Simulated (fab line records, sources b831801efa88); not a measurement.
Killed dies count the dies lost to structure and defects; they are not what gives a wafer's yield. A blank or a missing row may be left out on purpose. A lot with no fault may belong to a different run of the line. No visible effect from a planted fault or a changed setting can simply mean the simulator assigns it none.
Struck lot and sound lot, side by side :: flow sky130 :: 36 out of 708 route steps
Sound: wafers L679.2, L679.5, L679.6. Struck: wafer L684.2 (left out: L684.3, a lot-mate that was not struck); the cause follows at the end.
At each step with rows: each side's tool, then ch and its chambers, then its first start. Under that, the readings that differ: sound wafers :: struck wafers :: difference of the means :: sigmas: that difference in standard deviations of wafers without a fault.
alike: a reading whose means differ by less than 2 such deviations, as well as words and numbers matching on both sides. not compared: withheld readings; readings where some wafer has no value; bounds like >300 that might hide an equal value; numbers whose values overlap and for which the record gives no deviation.
A row with sigmas, a row that says differs or no value, or rows on one side alone: a step with any of these is where the two part. Non-overlapping numbers with no deviation appear without sigmas and do not part them. A reading that every wafer of one side lacks parts them only if that side has two wafers or more.

first, 10 steps without rows for these wafers: SKY_DNWELL_DEVELOP_06 (develop time 60 s); SKY_DNWELL_IMPLANT_07; SKY_DNWELL_STRIP_08 (strips in O2/N2); SKY_PWDE_DEHYDRATE_00 (time 60 s); SKY_PWDE_HMDS_01 (prime time 60 s); SKY_PWDE_COAT_02 (resist thk 3000 nm); SKY_PWDE_SOFTBAKE_03; SKY_PWDE_EXPOSE_04 (exposes mask PWDEM, target cd 840 nm); SKY_PWDE_PEB_05; SKY_PWDE_DEVELOP_06 (develop time 60 s).
SKY_PWDE_IMPLANT_08:
  sound on implanter-03 ch 0, day 5 08:02; struck on implanter-03 ch 0, day 6 12:14
reading: beamOnS (s)
sound: 9.99 9.63 10.07
struck: 14.05
difference: +4.15
sigmas: +21

reading: faradayCurrentUA
sound: 20.3 21.0 20.2
struck: 14.5
difference: -6.0
sigmas: -15
  alike: endStationPressureTorr
then, 1 step without rows for these wafers: SKY_PWDE_STRIP_09 (strips in O2/N2).
SKY_PWDE_TW_MEAS_10:
  struck on filmMetro-01, day 6 12:49; sound on filmMetro-01, day 5 08:16
reading: PWDE_TW
sound: 373 374 373
struck: 416
difference: +43
sigmas: +13
  not compared: hold
then, 21 steps without rows for these wafers: SKY_NWELL_HMDS_04 (prime time 60 s); SKY_NWELL_COAT_05 (resist thk 3000 nm); SKY_NWELL_SOFTBAKE_06; SKY_NWELL_EXPOSE_07 (exposes mask NWM, target cd 840 nm); SKY_NWELL_PEB_08; SKY_NWELL_DEVELOP_09 (develop time 60 s); SKY_NWELL_IMPLANT_11; SKY_NWELL_IMPLANT_12; SKY_NWELL_IMPLANT_13; SKY_NWELL_STRIP_14 (strips in O2/N2); SKY_NWELL_DEHYDRATE_16 (time 60 s); SKY_NWELL_HMDS_17 (prime time 60 s); SKY_NWELL_COAT_18 (resist thk 3000 nm); SKY_NWELL_SOFTBAKE_19; SKY_NWELL_EXPOSE_20 (exposes mask NWM COMPLEMENT, target cd 840 nm); SKY_NWELL_PEB_21; SKY_NWELL_DEVELOP_22 (develop time 60 s); SKY_NWELL_IMPLANT_24; SKY_NWELL_STRIP_25 (strips in O2/N2); SKY_NWELL_CLEAN_27 (cleans in SC1/SC2, time 150 s); SKY_NWELL_RTA_28 (time 30 s).
SKY_NWELL_RS_MEAS_31: a four-point-probe measurement.
  struck on filmMetro-01, day 8 04:43; sound on filmMetro-02, day 6 23:04
reading: PWDE_RS (ohm/sq)
sound: 5293 5304 5283
struck: 4023
difference: -1270
sigmas: -58
  not compared: hold
-- the record jumps here: 41 days lie between the struck wafers' starts before and after (it left off in module NWELL and takes up again in module PAD_OPEN, whose first step shown is number 708 of the route) --
SKY_PAD_OPEN_PROBE_99:
  struck on prober-02, day 48 20:51; sound on prober-02, day 47 09:59
reading: model.etest.res_p_drift_20v.lineOhmUm
sound: 1.136e+04 1.098e+04 1.092e+04
struck: 8344
difference: -2743
sigmas: 

reading: model.etest.res_p_drift_20v.rsOhmSq
sound: 9251 9221 9097
struck: 6991
difference: -2199
sigmas: 

reading: model.etest.resPwdeUnderGate.rsOhmSq
sound: 6312 6338 6307
struck: 4500
difference: -1819
sigmas: 
  alike: killed_at_M0_to_M3, killed_at_M4_up, killedAtContacts, killedAtFrontEnd, killedAtOther, killedDies, killedOpen, killedShort
  not compared: hold

WHERE THEY PART
Earliest at SKY_PWDE_IMPLANT_08; latest, in this record, at SKY_NWELL_RS_MEAS_31. Later steps at which nothing parts them and some readings are alike: SKY_PAD_OPEN_PROBE_99.

WHY: whatever the simulator had introduced
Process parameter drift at SKY_PWDE_IMPLANT_08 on implanter-03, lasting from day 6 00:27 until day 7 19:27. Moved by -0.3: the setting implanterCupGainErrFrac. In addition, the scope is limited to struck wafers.
